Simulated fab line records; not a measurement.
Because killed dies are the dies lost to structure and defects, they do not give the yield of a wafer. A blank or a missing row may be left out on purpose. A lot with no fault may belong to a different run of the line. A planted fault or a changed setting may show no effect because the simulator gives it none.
The tool behind it: which one? | flow gf180mcu | Sampling: 6 lots, 18 wafers, 3 of 602 route steps

WHAT THE GAUGES SHOWED, per wafer
GF_POLY_GATE_OVL_MEAS_11.
lot  | measured     | on         | POLY_GATE_OVL (nm)
L263 | day 9 15:01  | overlay-02 | 1 0 10
L266 | day 10 12:46 | overlay-01 | 3 2 4
L269 | day 11 08:29 | overlay-01 | 14 10 16
L271 | day 11 19:21 | overlay-02 | 10 10 11
L279 | day 14 09:26 | overlay-01 | 6 7 3
L281 | day 14 22:23 | overlay-02 | -2 -1 1

EACH LOT AND THE TOOL THAT RAN IT (in order: tool; ch and the chambers of the sampled wafers; start)
lot  | GF_STI_ETCH_13                    | GF_STI_STRIP_15
L263 | rie diel-02 ch 0,2,3, day 2 07:23 | plasma asher-02 ch 0,1, day 2 07:32
L266 | rie diel-01 ch 0,3, day 2 22:06   | plasma asher-02 ch 0,1, day 2 22:17
L269 | rie diel-02 ch 1,3, day 3 14:38   | plasma asher-02 ch 0,1, day 3 14:47
L271 | rie diel-04 ch 1,2,3, day 3 23:47 | plasma asher-04 ch 0,1, day 3 23:58
L279 | rie diel-01 ch 0,1,2, day 5 16:16 | plasma asher-01 ch 0,1, day 5 16:27
L281 | rie diel-04 ch 0,1,3, day 6 03:13 | plasma asher-04 ch 0,1, day 6 03:22
- GF_STI_ETCH_13: etches the open film in CHF3/O2, stops on Si, target depth 282.31 nm, time 112.9 s.
- GF_STI_STRIP_15: strips in O2/N2.

THE ANSWER, worked out from the rows above alone
Rule: what is usual is taken from the lots themselves. The widest of any qualifying gaps counts: lots, ordered by their means at a reading, are off when they make up no more than a third of the lots, leave a main group of 4 or more, and stand apart from it by 3 or more times the standard deviation of that group's means. The tables above print the reading to a certain number of digits; a main group whose means all agree to those digits is not used. A lot without any number at a reading at which 4 lots or more have one is off too. Any other lot the step has rows for is counted as sound.
Nothing can be told from this: no lot is off at any reading shown.

WHAT THE SIMULATOR HAD PUT IN
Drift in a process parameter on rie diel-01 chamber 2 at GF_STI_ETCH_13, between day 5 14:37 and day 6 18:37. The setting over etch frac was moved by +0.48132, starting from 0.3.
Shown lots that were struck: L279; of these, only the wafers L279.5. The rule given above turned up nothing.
